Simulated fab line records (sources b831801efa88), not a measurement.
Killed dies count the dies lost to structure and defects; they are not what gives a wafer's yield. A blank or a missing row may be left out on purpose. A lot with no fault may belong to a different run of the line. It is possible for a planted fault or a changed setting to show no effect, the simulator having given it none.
fab line records | flow sky130
record lots=13 | wafers=38 | last-day=50
route steps=708 shown VT_ADJUST_NCORE@129 VT_ADJUST_PCH@150 SONOS_TUNNEL@162 PAD_OPEN@708
lots with no fault: from the same line, run without faults
start-h: hours from the record's first day to the start of the lot's first wafer shown | wait-h: hours from the lot's prior step to this one | " identical to the entry in the row above | L1.1+2: a single row standing in for several wafers | - value missing, or start not given | * or withheld: withheld | < > ~ a bound
route shown NAME@n: NAME is a module with steps in the file, n the number in the route of the first one | usual: the fault-free wafers' mean and standard deviation | same: alike in all rows | chamber/n: place in a boat | sites: the reading at each site | _std_site: standard deviation across them | _edge_site: mean of outer sites minus mean of inner sites | radius-mm: how far each site lies from the wafer's centre | mask NAME#n: copy n | behind: the tool/chamber that last shaped the wafer | hold: why the lot was held/for how many hours/how that ended | device: whichever transistor did not switch (one of n, p or np) | end of line: the tests these same wafers got at the end of their route | step lacking rows: just its recipe | killed: the dies lost at the first sort to structure and to defects; this is not the yield of the wafer | map: a wafer's dies, x killed, . not, _ none there
set.NAME: the run value of the setting; set.NAME@STEP: its run value at that earlier step | model.NAME: the simulator's own value behind a step, which no gauge read
a sample of lots followed through the steps of the route, with each step as a table and each wafer as a row
services: when a tool's chamber went out of use (start-h, in hours from the record's first day, below 0 if earlier), for how many hours, and the reason
## steps
# step SKY_VT_ADJUST_NCORE_STRIP_10
# recipe chemistry=O2/N2 | power-w=1400 | pressure-mtorr=1500 | platen-temp-c=withheld | o2-flow-sccm=3000 | n2-flow-sccm=300 | overash-fraction=0.5
# usual drypump-motor-current-A=5.9/0.33 | oes-product-au=0.716/0.0043 | strip-time-to-endpoint-s=14.21/0.032
lot.wafer | tool            | chamber | start-h | wait-h | drypump-motor-current-A | oes-product-au | rf-hours-counter-h | strip-time-to-endpoint-s
L196.1    | plasma-asher-02 | 0       | 182.72  | 0.1    | 6.6                     | 0.719          | 4                  | 14.21
L196.2    | "               | 1       | "       | "      | 5.4                     | 0.715          | 4                  | 14.19
L196.6    | "               | 1       | "       | "      | 5.5                     | 0.714          | -                  | 14.24
L198.1    | plasma-asher-04 | 1       | 199.34  | 0.1    | 5.9                     | 0.726          | 50                 | 14.22
L198.4    | "               | 0       | "       | "      | 5.8                     | 0.716          | -                  | 14.23
L198.6    | "               | 0       | "       | "      | 5.8                     | 0.720          | -                  | 14.23
L199.3    | plasma-asher-03 | 1       | 205.54  | 0.1    | 5.9                     | 0.709          | -                  | 14.26
L199.5    | "               | 1       | "       | "      | 6.0                     | 0.717          | -                  | 14.21
L199.6    | "               | 0       | "       | "      | 5.9                     | 0.717          | -                  | 14.21
L200.1    | plasma-asher-04 | 0       | 210.94  | 0.1    | 5.8                     | 0.720          | 51                 | 14.19
L200.3    | "               | 1       | "       | "      | 5.9                     | 0.720          | -                  | 14.18
L200.4    | "               | 0       | "       | "      | 5.8                     | 0.715          | -                  | 14.25
L202.2    | plasma-asher-02 | 1       | 221.69  | 0.1    | 5.5                     | 0.720          | 8                  | 14.21
L202.3    | "               | 0       | "       | "      | 6.6                     | 0.723          | -                  | 14.19
L202.4    | "               | 1       | "       | "      | 5.5                     | 0.713          | -                  | 14.20
L205.1    | plasma-asher-02 | 1       | 245.47  | 0.1    | 5.4                     | 0.710          | 10                 | 14.18
L205.4    | "               | 0       | "       | "      | 6.6                     | 0.706          | -                  | 14.17
L205.5    | "               | 0       | "       | "      | 6.6                     | 0.714          | -                  | 14.16
L206.1    | plasma-asher-04 | 0       | 250.84  | 0.1    | 5.8                     | 0.718          | 56                 | 14.21
L206.4    | "               | 0       | "       | "      | 5.8                     | 0.716          | -                  | 14.22
L206.6    | "               | 1       | "       | "      | 5.9                     | 0.716          | -                  | 14.22
L207.2    | plasma-asher-04 | 1       | 258.97  | 0.1    | 5.9                     | 0.710          | 57                 | 14.25
L207.5    | "               | 1       | "       | "      | 5.9                     | 0.715          | -                  | 14.18
L207.6    | "               | 0       | "       | "      | 5.8                     | 0.711          | -                  | 14.20
L208.1    | plasma-asher-03 | 0       | 267.31  | 0.1    | 5.8                     | 0.711          | 57                 | 14.18
L208.3    | "               | 0       | "       | "      | 5.8                     | 0.707          | -                  | 14.18
L208.6    | "               | 0       | "       | "      | 5.8                     | 0.717          | -                  | 14.17
L209.1    | plasma-asher-03 | 0       | 271.86  | 0.1    | 5.8                     | 0.718          | 58                 | 14.18
L209.3    | "               | 1       | "       | "      | 6.0                     | 0.713          | -                  | 14.18
L209.5    | "               | 1       | "       | "      | 6.0                     | 0.714          | -                  | 14.19
L212.1    | plasma-asher-04 | 1       | 307.64  | 0.1    | 5.8                     | 0.718          | 61                 | 14.22
L212.2    | "               | 0       | "       | "      | 5.8                     | 0.715          | 61                 | 14.21
L212.3    | "               | 0       | "       | "      | 5.8                     | 0.713          | -                  | 14.22
L216.1    | plasma-asher-02 | 1       | 322.42  | 0.1    | 5.4                     | 0.710          | 18                 | 14.26
L216.2    | "               | 0       | "       | "      | 6.6                     | 0.706          | 18                 | 14.21
L217.2    | plasma-asher-03 | 0       | 333.41  | 0.1    | 5.8                     | 0.716          | 64                 | 14.15
L217.3    | "               | 0       | "       | "      | 5.8                     | 0.721          | -                  | 14.16
L217.6    | "               | 1       | "       | "      | 6.0                     | 0.724          | -                  | 14.19
# step SKY_VT_ADJUST_PCH_OVL_MEAS_07
# usual VT_ADJUST_PCH_OVL=0.2/1.4
lot.wafer | tool       | chamber | start-h | wait-h | VT_ADJUST_PCH_OVL[nm]
L196.1    | overlay-01 | -       | 225.71  | -      | 0.2
L196.2    | "          | -       | "       | "      | 1.4
L196.6    | "          | -       | "       | "      | 4.1
L198.1    | overlay-01 | -       | 246.16  | -      | 0.5
L198.4    | "          | -       | "       | "      | -0.1
L198.6    | "          | -       | "       | "      | 1.4
L199.3    | overlay-01 | -       | 251.63  | -      | 1.5
L199.5    | "          | -       | "       | "      | 0.9
L199.6    | "          | -       | "       | "      | 2.3
L200.1    | overlay-02 | -       | 258.41  | -      | -0.1
L200.3    | "          | -       | "       | "      | -1.2
L200.4    | "          | -       | "       | "      | -1.8
L202.2    | overlay-01 | -       | 269.72  | -      | -1.2
L202.3    | "          | -       | "       | "      | 0.0
L202.4    | "          | -       | "       | "      | -1.1
L205.1    | overlay-02 | -       | 294.81  | -      | 1.9
L205.4    | "          | -       | "       | "      | 0.9
L205.5    | "          | -       | "       | "      | 2.1
L206.1    | overlay-02 | -       | 299.86  | -      | -2.1
L206.4    | "          | -       | "       | "      | -1.1
L206.6    | "          | -       | "       | "      | -2.2
L207.2    | overlay-02 | -       | 308.52  | -      | 1.3
L207.5    | "          | -       | "       | "      | 0.4
L207.6    | "          | -       | "       | "      | -0.2
L208.1    | overlay-01 | -       | 317.56  | -      | 1.0
L208.3    | "          | -       | "       | "      | -1.2
L208.6    | "          | -       | "       | "      | -1.5
L209.1    | overlay-01 | -       | 322.60  | -      | 2.8
L209.3    | "          | -       | "       | "      | 1.0
L209.5    | "          | -       | "       | "      | 2.2
L212.1    | overlay-02 | -       | 361.56  | -      | 0.1
L212.2    | "          | -       | "       | "      | 1.1
L212.3    | "          | -       | "       | "      | 1.8
L216.1    | overlay-02 | -       | 376.71  | -      | -0.4
L216.2    | "          | -       | "       | "      | -0.6
L217.2    | overlay-02 | -       | 388.76  | -      | -1.7
L217.3    | "          | -       | "       | "      | -1.7
L217.6    | "          | -       | "       | "      | 0.0
# step SKY_SONOS_TUNNEL_OVL_MEAS_08
# usual SONOS_TUNNEL_OVL=0.9/1.4
lot.wafer | tool       | chamber | start-h | wait-h | SONOS_TUNNEL_OVL[nm]
L196.1    | overlay-02 | -       | 249.14  | 0.1    | 1.0
L196.2    | "          | -       | "       | "      | -0.1
L196.6    | "          | -       | "       | "      | 1.6
L198.1    | overlay-02 | -       | 270.94  | 0.1    | 0.5
L198.4    | "          | -       | "       | "      | 1.4
L198.6    | "          | -       | "       | "      | 1.3
L199.3    | overlay-01 | -       | 275.29  | 0.1    | 2.2
L199.5    | "          | -       | "       | "      | 4.4
L199.6    | "          | -       | "       | "      | 4.3
L200.1    | overlay-01 | -       | 283.08  | 0.1    | 0.0
L200.3    | "          | -       | "       | "      | -0.8
L200.4    | "          | -       | "       | "      | -2.7
L202.2    | overlay-01 | -       | 294.89  | 0.1    | 0.6
L202.3    | "          | -       | "       | "      | 0.8
L202.4    | "          | -       | "       | "      | 3.5
L205.1    | overlay-01 | -       | 320.64  | 0.1    | 0.7
L205.4    | "          | -       | "       | "      | 1.0
L205.5    | "          | -       | "       | "      | 2.0
L206.1    | overlay-01 | -       | 326.53  | 0.1    | -1.0
L206.4    | "          | -       | "       | "      | 1.0
L206.6    | "          | -       | "       | "      | -0.8
L207.2    | overlay-01 | -       | 335.79  | 0.1    | 0.7
L207.5    | "          | -       | "       | "      | -0.1
L207.6    | "          | -       | "       | "      | -1.2
L208.1    | overlay-01 | -       | 345.18  | 0.1    | -0.5
L208.3    | "          | -       | "       | "      | -0.2
L208.6    | "          | -       | "       | "      | -1.1
L209.1    | overlay-02 | -       | 349.48  | 0.1    | 1.1
L209.3    | "          | -       | "       | "      | 0.1
L209.5    | "          | -       | "       | "      | 1.8
L212.1    | overlay-02 | -       | 390.18  | 0.1    | 2.5
L212.2    | "          | -       | "       | "      | 1.4
L212.3    | "          | -       | "       | "      | 0.9
L216.1    | overlay-02 | -       | 406.34  | 0.1    | -0.4
L216.2    | "          | -       | "       | "      | -0.6
L217.2    | overlay-01 | -       | 418.09  | 0.1    | 1.5
L217.3    | "          | -       | "       | "      | -0.9
L217.6    | "          | -       | "       | "      | 1.8
# step SKY_SONOS_TUNNEL_IMPLANT_09
# recipe species=B | energy-kev=20 | dose-cm2=1e+12 | tilt-deg=withheld
# usual beam-on-s=9.99/0.22 | faraday-current-uA=5.64/0.12
lot.wafer | tool         | chamber | start-h | wait-h | beam-on-s | faraday-current-uA
L196.1    | implanter-03 | 0       | 249.17  | 0.0    | 10.10     | 5.58
L196.2    | "            | 0       | "       | "      | 10.23     | 5.51
L196.6    | "            | 0       | "       | "      | 10.16     | 5.55
L198.1    | implanter-02 | 0       | 270.97  | 0.0    | 10.09     | 5.56
L198.4    | "            | 0       | "       | "      | 10.03     | 5.62
L198.6    | "            | 0       | "       | "      | 9.96      | 5.66
L199.3    | implanter-02 | 0       | 275.37  | 0.1    | 10.07     | 5.58
L199.5    | "            | 0       | "       | "      | 9.93      | 5.68
L199.6    | "            | 0       | "       | "      | 10.02     | 5.62
L200.1    | implanter-04 | 0       | 283.12  | 0.0    | 10.19     | 5.52
L200.3    | "            | 0       | "       | "      | 9.92      | 5.69
L200.4    | "            | 0       | "       | "      | 9.88      | 5.69
L202.2    | implanter-03 | 0       | 294.95  | 0.0    | 10.32     | 5.44
L202.3    | "            | 0       | "       | "      | 9.98      | 5.63
L202.4    | "            | 0       | "       | "      | 10.05     | 5.65
L205.1    | implanter-02 | 0       | 320.67  | 0.0    | 10.11     | 5.61
L205.4    | "            | 0       | "       | "      | 10.13     | 5.55
L205.5    | "            | 0       | "       | "      | 10.23     | 5.51
L206.1    | implanter-03 | 0       | 326.57  | 0.0    | 10.44     | 5.37
L206.4    | "            | 0       | "       | "      | 10.01     | 5.63
L206.6    | "            | 0       | "       | "      | 10.43     | 5.38
L207.2    | implanter-03 | 0       | 335.84  | 0.0    | 9.65      | 5.81
L207.5    | "            | 0       | "       | "      | 9.84      | 5.71
L207.6    | "            | 0       | "       | "      | 10.19     | 5.54
L208.1    | implanter-03 | 0       | 345.22  | 0.0    | 10.08     | 5.61
L208.3    | "            | 0       | "       | "      | 9.87      | 5.74
L208.6    | "            | 0       | "       | "      | 10.31     | 5.47
L209.1    | implanter-03 | 0       | 349.52  | 0.0    | 9.67      | 5.79
L209.3    | "            | 0       | "       | "      | 9.94      | 5.67
L209.5    | "            | 0       | "       | "      | 9.90      | 5.69
L212.1    | implanter-03 | 0       | 390.22  | 0.0    | 10.05     | 5.62
L212.2    | "            | 0       | "       | "      | 7.76      | 7.25
L212.3    | "            | 0       | "       | "      | 9.97      | 5.66
L216.1    | implanter-03 | 0       | 406.37  | 0.0    | 9.68      | 5.81
L216.2    | "            | 0       | "       | "      | 7.98      | 7.03
L217.2    | implanter-03 | 0       | 418.14  | 0.0    | 7.93      | 7.12
L217.3    | "            | 0       | "       | "      | 9.91      | 5.69
L217.6    | "            | 0       | "       | "      | 9.98      | 5.66
# step SKY_SONOS_TUNNEL_TW_MEAS_12
# usual SONOS_TUNNEL_TW=197.1/1.1
lot.wafer | tool          | chamber | start-h | wait-h | SONOS_TUNNEL_TW
L196.1    | film-metro-03 | -       | 249.59  | 0.0    | 196.8
L196.2    | "             | -       | "       | "      | 196.9
L196.6    | "             | -       | "       | "      | 196.4
L198.1    | film-metro-01 | -       | 271.39  | 0.0    | 196.6
L198.4    | "             | -       | "       | "      | 196.6
L198.6    | "             | -       | "       | "      | 196.3
L199.3    | film-metro-04 | -       | 275.75  | 0.0    | 198.4
L199.5    | "             | -       | "       | "      | 197.8
L199.6    | "             | -       | "       | "      | 197.7
L200.1    | film-metro-04 | -       | 283.55  | 0.0    | 198.5
L200.3    | "             | -       | "       | "      | 198.3
L200.4    | "             | -       | "       | "      | 197.5
L202.2    | film-metro-03 | -       | 295.35  | 0.0    | 195.9
L202.3    | "             | -       | "       | "      | 196.0
L202.4    | "             | -       | "       | "      | 196.4
L205.1    | film-metro-04 | -       | 321.10  | 0.0    | 197.3
L205.4    | "             | -       | "       | "      | 197.4
L205.5    | "             | -       | "       | "      | 197.1
L206.1    | film-metro-01 | -       | 326.99  | 0.0    | 198.3
L206.4    | "             | -       | "       | "      | 197.9
L206.6    | "             | -       | "       | "      | 197.5
L207.2    | film-metro-01 | -       | 336.26  | 0.0    | 196.4
L207.5    | "             | -       | "       | "      | 196.6
L207.6    | "             | -       | "       | "      | 197.4
L208.1    | film-metro-01 | -       | 345.63  | 0.0    | 197.5
L208.3    | "             | -       | "       | "      | 197.3
L208.6    | "             | -       | "       | "      | 197.2
L209.1    | film-metro-04 | -       | 349.95  | 0.0    | 198.5
L209.3    | "             | -       | "       | "      | 198.9
L209.5    | "             | -       | "       | "      | 196.5
L212.1    | film-metro-01 | -       | 390.63  | 0.0    | 196.8
L212.2    | "             | -       | "       | "      | 183.6
L212.3    | "             | -       | "       | "      | 196.0
L216.1    | film-metro-04 | -       | 406.79  | 0.0    | 198.8
L216.2    | "             | -       | "       | "      | 185.6
L217.2    | film-metro-03 | -       | 418.58  | 0.0    | 183.8
L217.3    | "             | -       | "       | "      | 195.0
L217.6    | "             | -       | "       | "      | 196.0
# step SKY_PAD_OPEN_PROBE_99
# usual killed_at_M0_to_M3=45/7.3 | killed_at_M4_up=3.2/1.8 | killed-at-contacts=25/5.5 | killed-at-front-end=15/4.2 | killed-at-other=0.3/0.69 | killed-dies=89/9.4 | killed-open=49/6.6 | killed-short=40/6.4
# same gross-dies=492 | killed-at-back-side=0
lot.wafer | tool      | chamber | start-h | wait-h | killed_at_M0_to_M3 | killed_at_M4_up | killed-at-contacts | killed-at-front-end | killed-at-other | killed-dies | killed-open | killed-short
L205.1    | prober-01 | -       | 1130.56 | 0.1    | 51                 | 6               | 20                 | 13                  | 0               | 90          | 47          | 43
L205.4    | prober-01 | -       | 1130.71 | 0.2    | 44                 | 2               | 18                 | 15                  | 0               | 79          | 49          | 30
L205.5    | prober-01 | -       | 1130.76 | 0.2    | 46                 | 5               | 19                 | 18                  | 0               | 88          | 50          | 38
# killed by level:class
L205.1 VIA1:geometric-particle:open=10 VIA1:geometric-particle:short=9 VIA3:geometric-particle:open=8 CONTACT:geometric-particle:open=8 METAL2:geometric-particle:short=7 LI_CONTACT:geometric-particle:open=6 METAL4:geometric-particle:short=6 FIELD_ISO:geometric-particle:open=5
L205.4 VIA2:geometric-particle:open=14 VIA1:geometric-particle:open=8 CONTACT:geometric-particle:open=7 VIA2:geometric-particle:short=6 VIA3:geometric-particle:open=6 LI_CONTACT:geometric-particle:open=5 FIELD_ISO:geometric-particle:open=3 FIELD_ISO:geometric-particle:short=3
L205.5 VIA1:geometric-particle:open=10 CONTACT:geometric-particle:open=10 VIA2:geometric-particle:open=10 FIELD_ISO:geometric-particle:short=7 VIA3:geometric-particle:open=6 METAL2:geometric-particle:short=5 METAL1:geometric-particle:short=5 METAL4:geometric-particle:short=5
## services
tool            | chamber | start-h | hours | kind
plasma-asher-03 | -       | 169.66  | 6.6   | repair
implanter-03    | -       | 179.70  | 5.0   | repair
implanter-04    | -       | 187.35  | 1.1   | repair
plasma-asher-02 | -       | 212.40  | 3.1   | repair
plasma-asher-03 | -       | 216.49  | 14.6  | pm
implanter-04    | -       | 272.55  | 10.3  | repair
implanter-04    | -       | 287.14  | 6.5   | pm
implanter-02    | -       | 289.04  | 20.1  | pm
implanter-04    | -       | 307.89  | 5.1   | repair
implanter-02    | -       | 322.35  | 1.5   | repair
plasma-asher-04 | -       | 325.69  | 0.4   | repair
implanter-03    | -       | 328.58  | 1.1   | repair
plasma-asher-04 | -       | 335.62  | 4.0   | repair
plasma-asher-04 | -       | 349.05  | 13.1  | repair
implanter-02    | -       | 355.53  | 2.9   | repair
implanter-04    | -       | 375.52  | 5.4   | pm
implanter-02    | -       | 381.85  | 7.1   | pm
plasma-asher-03 | -       | 409.29  | 1.7   | repair
## key
first-sign step=SKY_SONOS_TUNNEL_IMPLANT_09 | reading=faraday-current-uA | direction=up | sigmas=12 | usual=5.64 | struck=7.13
effect step=SKY_SONOS_TUNNEL_IMPLANT_09 | reading=beam-on-s | direction=down | sigmas=9.5 | usual=9.99 | struck=7.89
effect step=SKY_SONOS_TUNNEL_TW_MEAS_12 | reading=SONOS_TUNNEL_TW | direction=down | sigmas=11 | usual=197.1 | struck=184.3
met-at SKY_SONOS_TUNNEL_IMPLANT_09
struck-lots L212,L216,L217
struck-wafers L212.2,L216.2,L217.2
tester-left-out L212,L216,L217
not-acting-at SKY_VT_ADJUST_NCORE_STRIP_10,SKY_VT_ADJUST_PCH_OVL_MEAS_07,SKY_SONOS_TUNNEL_OVL_MEAS_08
onset-between 349.52 390.22
fault kind=process-parameter-drift | tool=implanter-03 | chamber=- | onset-h=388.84 | steps=SKY_SONOS_TUNNEL_IMPLANT_09 | channel=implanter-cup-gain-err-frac | offset=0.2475 | shape=step | end-h=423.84 | scope=struck-wafers-only
# tester-left-out: of these lots the tester's yield and bins aren't shown, on N5 and GAA mostly nor the transistor test; their killed dies are dies lost to structure and defects alone, not to doping, threshold or leakage, so they don't give the yield
